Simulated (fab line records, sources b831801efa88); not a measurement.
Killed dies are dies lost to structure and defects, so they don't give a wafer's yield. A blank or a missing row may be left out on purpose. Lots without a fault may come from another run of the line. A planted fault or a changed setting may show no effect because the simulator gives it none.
Which tool did it? | flow sfq_line | 14 lots, 42 wafers sampled, at 6 steps of a route of 325

WHAT THE GAUGES READ, wafer by wafer
SFQ_I1_BOW_MEAS_912.
lot  | measured     | on            | I1_BOW (um)
L684 | day 17 11:34 | film_metro-03 | 15 8 17
L685 | day 17 14:05 | film_metro-03 | -13 -7 10
L686 | day 17 18:53 | film_metro-03 | 5 3 -1
L688 | day 18 07:29 | film_metro-04 | 3 -2 3
L689 | day 18 17:48 | film_metro-04 | 4 -1 5
L690 | day 18 23:49 | film_metro-04 | 0 12 -11
L691 | day 19 16:37 | film_metro-04 | -11 9 -11
L694 | day 21 16:07 | film_metro-04 | -8 -7 -11
L695 | day 22 07:51 | film_metro-04 | -4 0 -1
L696 | day 23 03:46 | film_metro-04 | 5 14 16 - - -
L698 | day 23 19:23 | film_metro-03 | 9 1 10
L699 | day 23 21:13 | film_metro-01 | 2 5 6 - - -
L700 | day 23 23:35 | film_metro-03 | -5 -2 11
L707 | day 27 12:10 | film_metro-04 | -8 -6 -5

SFQ_I3_BOW_MEAS_922.
lot  | measured     | on            | I3_BOW (um)
L684 | day 38 03:10 | film_metro-01 | 27 20 29
L685 | day 38 06:09 | film_metro-01 | -23 -16 1
L686 | day 38 15:09 | film_metro-03 | -1 -2 -5
L688 | day 39 00:05 | film_metro-03 | 3 -2 2
L689 | day 39 18:09 | film_metro-01 | 9 4 8
L690 | day 39 22:07 | film_metro-04 | 2 14 -11
L691 | day 40 06:10 | film_metro-04 | -10 10 -8
L694 | day 42 04:07 | film_metro-01 | -6 -4 -9
L695 | day 42 06:09 | film_metro-03 | -10 -7 -7
L696 | day 42 15:10 | film_metro-03 | 12 22 22
L698 | day 43 02:01 | film_metro-01 | 6 -1 8
L699 | day 43 06:47 | film_metro-04 | 9 14 12
L700 | day 43 08:39 | film_metro-01 | -4 -1 11
L707 | day 45 20:12 | film_metro-01 | -6 -6 -3

WHICH TOOL RAN EACH LOT (tool, then ch and the chambers of the sampled wafers, then the start)
lot  | SFQ_TRILAYER_I1_CMP_CMP_046   | SFQ_TRILAYER_I1_METRO_MEASURE_047 | SFQ_TRILAYER_I1_VIA_ETCH_VIA_ETCH_052 | SFQ_TRILAYER_I2_METRO_MEASURE_065
L684 | cmp-01 ch 0,1,2, day 17 09:03 | film_metro-03, day 17 11:52       | rie_diel-04 ch 1,2,3, day 23 18:22    | film_metro-03, day 30 17:20
L685 | cmp-02 ch 0,1,2, day 17 11:05 | film_metro-03, day 17 14:13       | rie_diel-03 ch 1,2,3, day 24 00:22    | film_metro-03, day 30 23:12
L686 | cmp-02 ch 1,2,3, day 17 15:53 | film_metro-03, day 17 19:01       | rie_diel-03 ch 0,1,3, day 24 09:58    | film_metro-04, day 31 09:35
L688 | cmp-01 ch 0,1, day 18 04:59   | film_metro-04, day 18 07:37       | rie_diel-01 ch 0,2,3, day 24 23:10    | film_metro-04, day 31 23:55
L689 | cmp-02 ch 0,1,3, day 18 14:48 | film_metro-04, day 18 17:55       | rie_diel-03 ch 0,2,3, day 25 14:46    | film_metro-04, day 33 00:53
L690 | cmp-01 ch 2,3, day 18 20:48   | film_metro-04, day 19 00:07       | rie_diel-03 ch 1,3, day 25 21:58      | film_metro-03, day 33 07:05
L691 | cmp-01 ch 2,3, day 19 13:36   | film_metro-04, day 19 16:55       | rie_diel-03 ch 0,1,2, day 26 14:46    | film_metro-03, day 33 18:07
L694 | cmp-01 ch 1,2, day 21 13:37   | film_metro-04, day 21 16:14       | rie_diel-04 ch 0,3, day 28 09:13      | film_metro-03, day 35 06:16
L695 | cmp-01 ch 0,1,3, day 22 05:21 | film_metro-04, day 22 07:58       | rie_diel-03 ch 1,2, day 29 04:32      | film_metro-02, day 36 00:16
L696 | cmp-01 ch 0,1,2, day 23 01:46 | film_metro-04, day 23 08:13       | rie_diel-01 ch 1,2,3, day 29 22:40    | film_metro-03, day 36 19:23
L698 | cmp-02 ch 1,2, day 23 16:22   | film_metro-03, day 23 19:41       | rie_diel-01 ch 1,3, day 30 13:05      | film_metro-04, day 37 09:28
L699 | cmp-01 ch 0,1,3, day 23 18:40 | film_metro-01, day 24 00:49       | rie_diel-04 ch 1,2, day 30 16:40      | film_metro-02, day 37 15:40
L700 | cmp-02 ch 1,2,3, day 23 21:04 | film_metro-03, day 23 23:53       | rie_diel-03 ch 1,2,3, day 30 17:52    | film_metro-03, day 37 16:35
L707 | cmp-02 ch 0,1, day 27 09:10   | film_metro-04, day 27 12:17       | rie_diel-01 ch 0,1,2, day 33 22:50    | film_metro-04, day 40 12:16
- SFQ_TRILAYER_I1_CMP_CMP_046: polishes SiO2.
- SFQ_TRILAYER_I1_METRO_MEASURE_047
- SFQ_TRILAYER_I1_VIA_ETCH_VIA_ETCH_052: etches SiO2 in CHF3, stops on Nb, target depth 260 nm.
- SFQ_TRILAYER_I2_METRO_MEASURE_065

WHAT THE TOOLS THEMSELVES READ (means of the sampled wafers that have a number; where no wafer has one, the mark that the record gives instead)
SFQ_TRILAYER_I1_CMP_CMP_046.
lot  | tool   | head_pressure_psi (psi) | motor_current_A (A) | time_to_endpoint_s (s)
L684 | cmp-01 | 3.007                   | 10.8                | 210
L685 | cmp-02 | 3.002                   | 9.0                 | 213
L686 | cmp-02 | 2.997                   | 9.8                 | 207
L688 | cmp-01 | 3.001                   | 10.7                | 212
L689 | cmp-02 | 2.995                   | 10.1                | 214
L690 | cmp-01 | 3.003                   | 11.5                | 219
L691 | cmp-01 | 2.997                   | 11.3                | 217
L694 | cmp-01 | 3.001                   | 10.6                | 204
L695 | cmp-01 | 3.001                   | 11.0                | 218
L696 | cmp-01 | 3.009                   | 10.8                | 220
L698 | cmp-02 | 3.001                   | 8.8                 | 210
L699 | cmp-01 | 2.995                   | 10.9                | 226
L700 | cmp-02 | 3.005                   | 9.5                 | 217
L707 | cmp-02 | 2.999                   | 9.6                 | 216

SFQ_TRILAYER_I1_METRO_MEASURE_047.
lot  | tool          | thk_nm (nm)
L684 | film_metro-03 | 198.5
L685 | film_metro-03 | 199.2
L686 | film_metro-03 | 198.3
L688 | film_metro-04 | 199.0
L689 | film_metro-04 | 198.4
L690 | film_metro-04 | 199.9
L691 | film_metro-04 | 200.3
L694 | film_metro-04 | 198.5
L695 | film_metro-04 | 198.7
L696 | film_metro-04 | 181.3
L698 | film_metro-03 | 198.8
L699 | film_metro-01 | 182.1
L700 | film_metro-03 | 199.3
L707 | film_metro-04 | 199.5

SFQ_TRILAYER_I1_VIA_ETCH_VIA_ETCH_052.
lot  | tool        | drypump_motor_current_A (A) | oes_product_au (a.u.) | rf_fwd_power_W (W)
L684 | rie_diel-04 | 5.8                         | 0.853                 | 497.8
L685 | rie_diel-03 | 5.7                         | 0.858                 | 498.8
L686 | rie_diel-03 | 6.1                         | 0.849                 | 497.8
L688 | rie_diel-01 | 6.1                         | 0.849                 | 498.7
L689 | rie_diel-03 | 5.9                         | 0.850                 | 497.7
L690 | rie_diel-03 | 5.9                         | 0.850                 | 497.4
L691 | rie_diel-03 | 6.0                         | 0.854                 | 497.9
L694 | rie_diel-04 | 5.8                         | 0.853                 | 497.8
L695 | rie_diel-03 | 5.6                         | 0.854                 | 499.8
L696 | rie_diel-01 | 6.0                         | 0.813                 | 499.4
L698 | rie_diel-01 | 6.1                         | 0.856                 | 498.2
L699 | rie_diel-04 | 6.0                         | 0.809                 | 498.6
L700 | rie_diel-03 | 5.7                         | 0.852                 | 499.8
L707 | rie_diel-01 | 6.1                         | 0.850                 | 498.3

SFQ_TRILAYER_I2_METRO_MEASURE_065.
lot  | tool          | thk_nm (nm)
L684 | film_metro-03 | 199.6
L685 | film_metro-03 | 199.3
L686 | film_metro-04 | 198.4
L688 | film_metro-04 | 200.4
L689 | film_metro-04 | 197.7
L690 | film_metro-03 | 199.0
L691 | film_metro-03 | 198.7
L694 | film_metro-03 | 199.9
L695 | film_metro-02 | 200.5
L696 | film_metro-03 | 199.5
L698 | film_metro-04 | 200.3
L699 | film_metro-02 | 199.9
L700 | film_metro-03 | 199.2
L707 | film_metro-04 | 198.6

THE ANSWER, worked out from the rows above alone
Rule: what is usual is taken from the lots themselves. Put in order of their means at a reading, lots are off if they are a third of the lots or fewer, leave a main group of 4 or more, and stand apart from it by a gap of 3 or more times the standard deviation of the main group's means; of several such gaps the widest counts. A main group whose means are all the same, to the digits that the tables above print for the reading, isn't used. A lot without any number at a reading at which 4 lots or more have one is off too. The other lots that the step has rows for count as sound. The gauges are gone through in route order, then the tools' own readings, and for those a lot's mean is taken as printed above. The first step at which some lot is off is used, and at that step the reading that is off furthest; a lot without a number counts as furthest.
Off: L696, L699, at SFQ_TRILAYER_I1_METRO_MEASURE_047 (thk_nm). The main group: mean 199.0 nm, standard deviation 0.6.
A tool fits if, at that step or a process step before it, it ran every lot that is off, and no sound lot after the first of them. One fits: cmp-01 at SFQ_TRILAYER_I1_CMP_CMP_046. Its last sound lot is L695 (day 22 05:21), its first lot that is off L696 (day 23 01:46): a fault that began between those two fits.

WHAT THE SIMULATOR HAD PUT IN
Process parameter drift: cmp-01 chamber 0, from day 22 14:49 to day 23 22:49, at SFQ_TRILAYER_I1_CMP_CMP_046. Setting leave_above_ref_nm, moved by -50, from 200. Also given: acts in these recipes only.
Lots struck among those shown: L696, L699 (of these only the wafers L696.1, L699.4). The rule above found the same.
